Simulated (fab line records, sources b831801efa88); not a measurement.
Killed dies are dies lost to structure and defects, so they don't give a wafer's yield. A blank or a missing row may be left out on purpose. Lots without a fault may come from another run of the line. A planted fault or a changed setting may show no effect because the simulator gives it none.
fab line records | flow gf180mcu
record lots=13 wafers=39 last_day=34
route steps=602 shown DUAL_GATE@147 HV_LDD@183 CONTACT@290
lots that met no fault: from a run of the same line without faults
start_h: hours from the record's first day to the start of the lot's first wafer shown | wait_h: hours since the lot's step before | " the same as in the row above | L1.1+2: a row that stands for several wafers | - no value, or no start given | * or withheld: withheld | < > ~ a bound
route shown NAME@n: a module of which the file shows steps, and the number in the route of the first | usual: mean/standard deviation of fault-free wafers | same: alike in all rows | chamber/n: place in a boat | sites: the reading at each site | _std_site: their standard deviation | _edge_site: outer sites' mean less inner sites' | radius_mm: how far each site lies from the wafer's centre | mask NAME#n: copy n | behind: the tool/chamber that last shaped the wafer | hold: why the lot was held/for how many hours/how that ended | device: the transistor (n, p or np) that didn't switch | end of line: the same wafers' tests at the end of the route | a step without rows: its recipe alone | killed: dies lost to structure and defects at the first sort, not the wafer's yield | map: a wafer's dies, x killed, . not, _ none there
set.NAME: the setting as run; set.NAME@STEP: as run at that earlier step | model.NAME: the simulator's own value behind a step, which no gauge read
steps of the route over a sample of lots; a table a step, a row a wafer
services: from which hour (start_h, from the record's first day; less than 0 if before it) a tool's chamber was out of use, for how many hours, and why
## steps
# step GF_DUAL_GATE_COAT_06
# recipe resist=NOVOLAK spin_rpm=3000 resist_thk_nm=1000
# usual exhaust_pa=45.1/0.9 spin_speed_rpm=2999.7/1.8
# columns lot.wafer tool chamber start_h wait_h exhaust_pa spin_speed_rpm
L147.1 litho_track-04 0 176.03 0.1 44.7 3000.1
L147.2 " 0 " " 45.4 3001.2
L147.3 " 0 " " 43.2 2998.0
L148.2 litho_track-01 0 188.60 0.1 44.4 2999.2
L148.3 " 0 " " 45.7 3002.4
L148.5 " 0 " " 45.0 3005.1
L149.2 litho_track-03 0 200.14 0.1 44.7 3000.2
L149.4 " 0 " " 45.0 3000.1
L149.5 " 0 " " 43.6 2999.1
L150.1 litho_track-03 0 207.46 0.1 45.1 2998.0
L150.2 " 0 " " 46.8 2997.5
L150.3 " 0 " " 45.3 2998.1
L151.2 litho_track-01 0 218.00 0.1 46.0 3001.8
L151.3 " 0 " " 45.2 3000.2
L151.4 " 0 " " 45.4 3001.3
L152.1 litho_track-01 0 223.68 0.1 45.3 2998.0
L152.4 " 0 " " 42.5 2996.1
L152.5 " 0 " " 45.5 2996.3
L154.1 litho_track-03 0 230.71 0.1 45.5 2999.7
L154.3 " 0 " " 46.4 3001.2
L154.5 " 0 " " 45.8 3000.4
L156.3 litho_track-04 0 240.93 0.1 43.6 2999.6
L156.4 " 0 " " 44.1 3000.5
L156.5 " 0 " " 44.8 3001.1
L155.1 litho_track-01 0 243.63 0.1 45.7 3001.5
L155.2 " 0 " " 45.8 2997.6
L155.4 " 0 " " 48.1 3001.2
L159.2 litho_track-03 0 259.94 0.1 43.8 3000.3
L159.3 " 0 " " 44.6 3003.0
L159.6 " 0 " " 46.0 3001.3
L163.1 litho_track-04 0 289.43 0.1 45.3 2999.6
L163.2 " 0 " " 46.0 2999.8
L163.3 " 0 " " 44.5 3001.5
L164.4 litho_track-04 0 298.75 0.1 44.5 2882.6
L164.5 " 0 " " 44.6 2882.8
L164.6 " 0 " " 44.2 2880.8
L169.3 litho_track-04 0 328.78 0.1 44.8 2881.8
L169.4 " 0 " " 46.1 2883.0
L169.6 " 0 " " 44.9 2881.5
# step GF_DUAL_GATE_STRIP_13
# recipe chemistry=O2/N2 power_w=1400 pressure_mtorr=1500 platen_temp_c=250 o2_flow_sccm=3000 n2_flow_sccm=300 overash_fraction=0.5
# usual drypump_motor_current_A=5.7/0.6 heater_power_w=333/34 oes_product_au=0.717/0.0046 strip_time_to_endpoint_s=12.64/0.038
# columns lot.wafer tool chamber start_h wait_h drypump_motor_current_A heater_power_w oes_product_au rf_hours_counter_h strip_time_to_endpoint_s
L147.1 plasma_asher-01 0 184.85 0.0 4.8 313 0.726 39 12.57
L147.2 " 1 " " 5.5 276 0.718 39 12.60
L147.3 " 0 " " 4.8 308 0.716 - 12.57
L148.2 plasma_asher-04 0 197.20 0.0 5.2 349 0.714 56 12.61
L148.3 " 0 " " 5.2 352 0.722 - 12.62
L148.5 " 1 " " 6.4 396 0.722 - 12.62
L149.2 plasma_asher-02 1 209.64 0.0 6.4 322 0.721 54 12.61
L149.4 " 0 " " 5.6 326 0.704 - 12.62
L149.5 " 0 " " 5.6 337 0.713 - 12.57
L150.1 plasma_asher-02 1 215.95 0.0 6.5 322 0.714 54 12.67
L150.2 " 0 " " 5.6 334 0.720 54 12.63
L150.3 " 1 " " 6.4 318 0.720 - 12.64
L151.2 plasma_asher-01 0 227.29 0.0 4.8 306 0.714 44 12.64
L151.3 " 0 " " 4.8 314 0.717 - 12.62
L151.4 " 1 " " 5.4 275 0.720 - 12.62
L152.1 plasma_asher-01 1 233.04 0.0 5.4 286 0.723 44 12.57
L152.4 " 1 " " 5.4 287 0.716 - 12.67
L152.5 " 0 " " 4.8 310 0.723 - 12.65
L154.1 plasma_asher-04 1 240.32 0.0 6.4 404 0.710 60 12.68
L154.3 " 1 " " 6.4 399 0.707 - 12.63
L154.5 " 1 " " 6.5 396 0.707 - 12.63
L156.3 plasma_asher-01 1 250.68 0.0 5.4 279 0.710 - 12.67
L156.4 " 0 " " 4.8 300 0.724 - 12.66
L156.5 " 0 " " 4.8 315 0.708 - 12.69
L155.1 plasma_asher-02 1 253.18 0.0 6.5 325 0.720 58 12.65
L155.2 " 0 " " 5.6 350 0.722 58 12.64
L155.4 " 1 " " 6.4 319 0.715 - 12.66
L159.2 plasma_asher-02 0 270.49 0.0 5.6 350 0.714 60 12.69
L159.3 " 0 " " 5.6 348 0.709 - 12.68
L159.6 " 0 " " 5.6 328 0.717 - 12.68
L163.1 plasma_asher-01 1 299.40 0.0 5.4 280 0.710 51 12.62
L163.2 " 0 " " 4.8 315 0.719 51 12.64
L163.3 " 0 " " 4.8 302 0.719 - 12.66
L164.4 plasma_asher-02 0 309.53 0.0 5.6 343 0.717 - 12.80
L164.5 " 1 " " 6.4 322 0.718 - 12.77
L164.6 " 0 " " 5.6 340 0.715 - 12.78
L169.3 plasma_asher-02 0 340.42 0.0 5.6 343 0.719 - 12.81
L169.4 " 1 " " 6.4 321 0.715 - 12.77
L169.6 " 0 " " 5.6 338 0.716 - 12.83
# step GF_HV_LDD_CD_MEAS_07
# recipe target_cd_nm=400
# usual cd_nm=400.6/2.3
# columns lot.wafer tool chamber start_h wait_h cd_nm
L147.1 cd_sem-01 - 225.16 0.1 401.0
L147.2 " - " " 399.8
L147.3 " - " " 403.3
L148.2 cd_sem-01 - 237.70 0.1 397.3
L148.3 " - " " 397.8
L148.5 " - " " 398.4
L149.2 cd_sem-02 - 252.13 0.1 404.8
L149.4 " - " " 404.8
L149.5 " - " " 404.7
L150.1 cd_sem-02 - 258.10 0.1 402.6
L150.2 " - " " 403.0
L150.3 " - " " 401.9
L151.2 cd_sem-01 - 270.52 0.1 400.1
L151.3 " - " " 402.0
L151.4 " - " " 401.6
L152.1 cd_sem-02 - 277.38 0.1 403.6
L152.4 " - " " 404.7
L152.5 " - " " 405.2
L154.1 cd_sem-02 - 286.11 0.1 399.8
L154.3 " - " " 399.3
L154.5 " - " " 399.7
L156.3 cd_sem-02 - 295.54 0.1 400.8
L156.4 " - " " 400.7
L156.5 " - " " 401.1
L155.1 cd_sem-01 - 297.78 0.1 397.2
L155.2 " - " " 400.5
L155.4 " - " " 397.7
L159.2 cd_sem-01 - 317.30 0.1 394.6
L159.3 " - " " 396.3
L159.6 " - " " 395.4
L163.1 cd_sem-01 - 346.16 0.1 396.6
L163.2 " - " " 400.2
L163.3 " - " " 395.4
L164.4 cd_sem-01 - 360.86 0.1 402.7
L164.5 " - " " 401.1
L164.6 " - " " 397.9
L169.3 cd_sem-01 - 393.14 0.1 400.8
L169.4 " - " " 402.1
L169.6 " - " " 403.0
# step GF_CONTACT_THK_MEAS_03
# recipe reads=SiO2_of_CONTACT_CVD_02
# usual CONTACT_CVD_02_THK=859/9.9
# columns lot.wafer tool chamber start_h wait_h CONTACT_CVD_02_THK[nm]
L147.1 film_metro-04 - 351.77 0.0 861
L147.2 " - " " 866
L147.3 " - " " 865
L148.2 film_metro-01 - 366.65 0.0 861
L148.3 " - " " 853
L148.5 " - " " 872
L149.2 film_metro-01 - 383.17 0.0 856
L149.4 " - " " 859
L149.5 " - " " 880
L150.1 film_metro-02 - 392.22 0.0 853
L150.2 " - " " 850
L150.3 " - " " 847
L151.2 film_metro-04 - 406.92 0.0 839
L151.3 " - " " 847
L151.4 " - " " 855
L152.1 film_metro-04 - 415.32 0.0 854
L152.4 " - " " 862
L152.5 " - " " 871
L154.1 film_metro-01 - 422.08 0.0 855
L154.3 " - " " 861
L154.5 " - " " 872
L156.3 film_metro-01 - 434.54 0.1 854
L156.4 " - " " 879
L156.5 " - " " 871
L155.1 film_metro-01 - 439.82 0.0 853
L155.2 " - " " 854
L155.4 " - " " 864
L159.2 film_metro-01 - 461.83 0.0 863
L159.3 " - " " 861
L159.6 " - " " 859
L163.1 film_metro-02 - 497.44 0.0 848
L163.2 " - " " 848
L163.3 " - " " 838
L164.4 film_metro-01 - 512.16 0.0 851
L164.5 " - " " 857
L164.6 " - " " 866
L169.3 film_metro-02 - 543.91 0.1 858
L169.4 " - " " 861
L169.6 " - " " 862
# step GF_CONTACT_CMP_04
# recipe material=SiO2 down_force_psi=4 platen_rpm=60 pad_velocity_m_s=0.94248
# usual motor_current_A=12.1/1.5 retaining_ring_pressure_frac=1.000/0.0053 time_to_endpoint_s=109/4.9
# columns lot.wafer tool chamber start_h wait_h motor_current_A retaining_ring_pressure_frac time_to_endpoint_s
L147.2 cmp-02 2 351.83 0.0 15.4 0.993 111
L147.3 " 3 " " 10.0 1.006 115
L147.1 " 0 " " 12.7 0.996 119
L148.2 cmp-02 0 366.70 0.0 13.3 1.000 115
L148.3 " 1 " " 10.2 1.008 109
L148.5 " 0 " " 12.4 1.003 118
L149.4 cmp-02 1 383.22 0.0 11.4 1.003 108
L149.2 " 2 " " 14.1 1.002 106
L149.5 " 2 " " 14.6 0.994 113
L150.2 cmp-01 0 392.43 0.2 13.1 1.003 109
L150.1 " 1 " " 10.6 1.006 106
L150.3 " 2 " " 12.9 1.001 105
L151.3 cmp-02 0 406.97 0.0 12.6 1.004 107
L151.2 " 1 " " 10.9 1.004 100
L151.4 " 2 " " 14.2 1.005 110
L152.1 cmp-01 1 415.38 0.1 11.1 0.996 106
L152.4 " 0 " " 12.9 1.004 113
L152.5 " 2 " " 13.3 1.005 113
L154.1 cmp-01 3 422.14 0.1 10.7 0.995 104
L154.3 " 2 " " 13.5 0.999 105
L154.5 " 3 " " 11.2 0.990 111
L156.4 cmp-01 3 434.63 0.1 10.8 1.011 111
L156.3 " 1 " " 10.8 0.990 108
L156.5 " 3 " " 10.3 1.006 111
L155.2 cmp-02 3 439.88 0.0 10.5 1.006 111
L155.1 " 1 " " 10.6 0.997 112
L155.4 " 2 " " 15.7 0.994 115
L159.3 cmp-01 3 461.88 0.0 11.0 0.994 106
L159.2 " 0 " " 12.8 0.999 107
L159.6 " 3 " " 10.5 0.999 105
L163.2 cmp-01 0 497.50 0.0 12.3 0.997 106
L163.1 " 2 " " 13.7 0.997 105
L163.3 " 3 " " 11.1 1.001 102
L164.4 cmp-01 0 512.19 0.0 12.9 0.994 107
L164.5 " 0 " " 12.9 1.001 112
L164.6 " 1 " " 11.2 1.006 111
L169.3 cmp-01 1 544.05 0.1 10.5 1.003 107
L169.4 " 2 " " 14.2 1.000 109
L169.6 " 3 " " 10.8 0.996 109
## services
# columns tool chamber start_h hours kind
plasma_asher-02 - 162.93 11.6 repair
cmp-02 - 181.21 5.0 repair
cmp-02 - 232.00 4.0 pm
cmp-02 - 243.22 0.7 repair
cmp-02 - 256.25 1.5 repair
cmp-02 - 268.75 4.8 repair
plasma_asher-02 - 283.59 3.6 repair
plasma_asher-01 - 292.13 4.4 repair
cmp-02 - 374.37 1.2 repair
cmp-02 - 388.97 8.6 pm
plasma_asher-04 - 399.78 0.3 repair
cmp-01 - 400.06 5.3 pm
cmp-01 - 405.32 4.0 pm
cmp-01 - 409.32 - consumable_replace:conditioner
plasma_asher-04 - 421.30 9.0 pm
cmp-02 - 443.28 1.0 repair
plasma_asher-04 - 479.21 14.8 repair
plasma_asher-02 - 479.80 4.0 repair
plasma_asher-01 - 483.89 2.8 pm
cmp-02 - 489.38 3.3 repair
plasma_asher-04 - 503.77 2.8 pm
cmp-02 - 517.56 6.5 pm
plasma_asher-02 - 527.15 0.7 repair
cmp-02 - 543.86 2.3 repair
## key
first_sign step=GF_DUAL_GATE_COAT_06 reading=spin_speed_rpm direction=down sigmas=64 usual=* struck=*
effect step=GF_DUAL_GATE_STRIP_13 reading=strip_time_to_endpoint_s direction=up sigmas=4.1 usual=* struck=*
met_at GF_DUAL_GATE_COAT_06
struck_lots L164,L169
tester_left_out L164,L169
not_acting_at GF_HV_LDD_CD_MEAS_07,GF_CONTACT_THK_MEAS_03,GF_CONTACT_CMP_04
onset_between 289.43 298.75
fault kind=process_parameter_drift tool=litho_track-04 chamber=- onset_h=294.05 steps=GF_DUAL_GATE_COAT_06 channel=spin_rpm offset=* shape=step end_h=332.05 acts_in=* stated=*
# tester_left_out: of these lots the tester's yield and bins aren't shown, on N5 and GAA mostly nor the transistor test; their killed dies are dies lost to structure and defects alone, not to doping, threshold or leakage, so they don't give the yield
